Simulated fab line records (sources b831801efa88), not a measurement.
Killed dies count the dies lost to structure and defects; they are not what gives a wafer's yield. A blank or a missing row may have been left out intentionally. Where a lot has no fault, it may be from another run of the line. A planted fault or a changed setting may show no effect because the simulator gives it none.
Which of the tools did it? / flow gf180mcu / Sampling: 13 lots, 39 wafers, 2 of 602 route steps

== WHAT THE GAUGES SHOWED, per wafer ==
GF_STI_THK_MEAS_24. Usual: for STI_CVD_23_THK the level is 650 nm and the standard deviation is 7.2.
lot=L727; measured=day 2 05:24; on=film-metro-02; STI_CVD_23_THK (nm)=644 652 642; flag=
lot=L729; measured=day 2 14:16; on=film-metro-01; STI_CVD_23_THK (nm)=645 637 643; flag=
lot=L730; measured=day 2 21:15; on=film-metro-02; STI_CVD_23_THK (nm)=654 651 646; flag=
lot=L732; measured=day 3 06:31; on=film-metro-01; STI_CVD_23_THK (nm)=648 656 651; flag=
lot=L733; measured=day 3 10:40; on=film-metro-03; STI_CVD_23_THK (nm)=648 645 652; flag=
lot=L734; measured=day 3 14:57; on=film-metro-01; STI_CVD_23_THK (nm)=663 657 653; flag=
lot=L740; measured=day 5 00:33; on=film-metro-02; STI_CVD_23_THK (nm)=640 655 646; flag=
lot=L741; measured=day 5 08:41; on=film-metro-03; STI_CVD_23_THK (nm)=636 645 650; flag=
lot=L743; measured=day 5 16:55; on=film-metro-02; STI_CVD_23_THK (nm)=636 645 643; flag=
lot=L744; measured=day 5 20:56; on=film-metro-01; STI_CVD_23_THK (nm)=662 657 656; flag=
lot=L746; measured=day 6 07:44; on=film-metro-03; STI_CVD_23_THK (nm)=656 651 655; flag=
lot=L747; measured=day 6 13:08; on=film-metro-03; STI_CVD_23_THK (nm)=649 656 657; flag=
lot=L748; measured=day 6 18:18; on=film-metro-03; STI_CVD_23_THK (nm)=646 653 642; flag=

GF_NWELL_TW_MEAS_11. Usual: for NWELL_TW the level is 1575 and the standard deviation is 7.2.
lot=L727; measured=day 3 09:22; on=film-metro-04; NWELL_TW=1575 1573 1584; flag=
lot=L729; measured=day 3 17:55; on=film-metro-03; NWELL_TW=1578 1575 1588; flag=
lot=L730; measured=day 4 03:31; on=film-metro-03; NWELL_TW=1573 1562 1562; flag=
lot=L732; measured=day 4 11:55; on=film-metro-02; NWELL_TW=1568 1573 1575; flag=
lot=L733; measured=day 4 14:51; on=film-metro-02; NWELL_TW=1564 1569 1563; flag=
lot=L734; measured=day 4 19:38; on=film-metro-03; NWELL_TW=1578 1576 1571; flag=
lot=L740; measured=day 6 11:34; on=film-metro-03; NWELL_TW=1575 1572 1577; flag=
lot=L741; measured=day 6 21:12; on=film-metro-02; NWELL_TW=1575 1579 1581; flag=
lot=L743; measured=day 7 03:50; on=film-metro-04; NWELL_TW=1575 1574 1581; flag=
lot=L744; measured=day 7 07:07; on=film-metro-03; NWELL_TW=1577 1567 1572; flag=
lot=L746; measured=day 7 17:43; on=film-metro-04; NWELL_TW=1587 1578 1584; flag=
lot=L747; measured=day 7 23:12; on=film-metro-04; NWELL_TW=1581 1575 1580; flag=
lot=L748; measured=day 8 05:18; on=film-metro-04; NWELL_TW=1576 1570 1561; flag=

== WHAT TOOL EACH LOT RAN ON (gives the tool, then ch and the chambers of the sampled wafers, and finally the start) ==
No process step before these readings appears in the record.

== AS READ BY THE TOOLS THEMSELVES (means over the sampled wafers that have a number; for cases with no such wafer, the mark the record gives instead) ==
The record holds no such reading with a usual standard deviation.

== THE ANSWER, worked out from the rows above alone ==
Rule: take the mean of a lot's wafers that have a number; if it is more than 3 standard deviations from the usual mean, the lot is off. A lot without any number at a reading at which 4 lots or more have one is off too. All remaining lots with rows at the step are treated as sound. The gauges are gone through in route order, then the tools' own readings, and for those a lot's mean is taken as printed above. At the first step where some lot is off, the reading lying furthest off is the one used; lots without a number count as furthest.
Nothing can be told from this: no lot is off at any reading shown.

== WHAT THE SIMULATOR HAD PUT IN ==
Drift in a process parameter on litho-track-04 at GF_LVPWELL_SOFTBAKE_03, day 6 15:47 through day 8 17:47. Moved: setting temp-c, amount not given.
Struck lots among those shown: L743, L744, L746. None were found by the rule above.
